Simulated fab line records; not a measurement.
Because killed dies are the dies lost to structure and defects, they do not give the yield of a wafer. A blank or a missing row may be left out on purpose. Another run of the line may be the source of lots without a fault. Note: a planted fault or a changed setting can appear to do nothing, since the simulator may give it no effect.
Chamber matching :: flow gf180mcu :: GF_V3_CMP_26 on cmp-02 has 4 sister chambers
The step polishes, stops on SiO2, t overpolish 15 s, target thk 0 nm. 4 wafers are shown with their chamber, then 12 later ones without.

== WAFERS, EACH WITH ITS CHAMBER ==
wafer: L084.3
chamber: 2
motor current A (A): 11.4

wafer: L084.5
chamber: 3
motor current A (A): 10.2

wafer: L085.5
chamber: 1
motor current A (A): 11.0

wafer: L085.6
chamber: 0
motor current A (A): 12.6

== WAFERS MISSING THEIR CHAMBER ==
wafer: L086.1
motor current A (A): 12.7

wafer: L086.4
motor current A (A): 9.8

wafer: L086.6
motor current A (A): 9.9

wafer: L091.2
motor current A (A): 12.9

wafer: L091.4
motor current A (A): 11.2

wafer: L091.5
motor current A (A): 9.8

wafer: L092.4
motor current A (A): 12.7

wafer: L092.5
motor current A (A): 11.7

wafer: L092.6
motor current A (A): 9.9

wafer: L095.1
motor current A (A): 12.2

wafer: L095.2
motor current A (A): 12.6

wafer: L095.3
motor current A (A): 9.8

== THE CHAMBER EACH PASSED THROUGH ==
wafer: L086.1
from the rows above: 0
in truth: 0

wafer: L086.4
from the rows above: 3
in truth: 3

wafer: L086.6
from the rows above: 3
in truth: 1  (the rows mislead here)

wafer: L091.2
from the rows above: 0
in truth: 0

wafer: L091.4
from the rows above: can't be placed: 1 or 2
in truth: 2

wafer: L091.5
from the rows above: 3
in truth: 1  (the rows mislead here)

wafer: L092.4
from the rows above: 0
in truth: 0

wafer: L092.5
from the rows above: can't be placed: 2 or 1
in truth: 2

wafer: L092.6
from the rows above: 3
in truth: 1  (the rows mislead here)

wafer: L095.1
from the rows above: can't be placed: 0 or 2
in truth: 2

wafer: L095.2
from the rows above: 0
in truth: 0

wafer: L095.3
from the rows above: 3
in truth: 3
Correctly placed: 6 of 12. These rows do not allow placing 3 (true chamber among the candidates in 3). 3 placed wrongly.
How it was worked out, from the rows above alone: a wafer's distance from a chamber is the root of the sum, over the readings, of the square of ((its reading less the chamber's mean) divided by the reading's scatter). The wafer belongs to the nearest chamber; if the next one is less than 2 further off, it can't be placed. For every chamber, the mean is computed from those of its wafers that are shown. The scatter: root of mean squared gap, hidden wafer to nearest shown wafer, with one shown wafer a chamber.
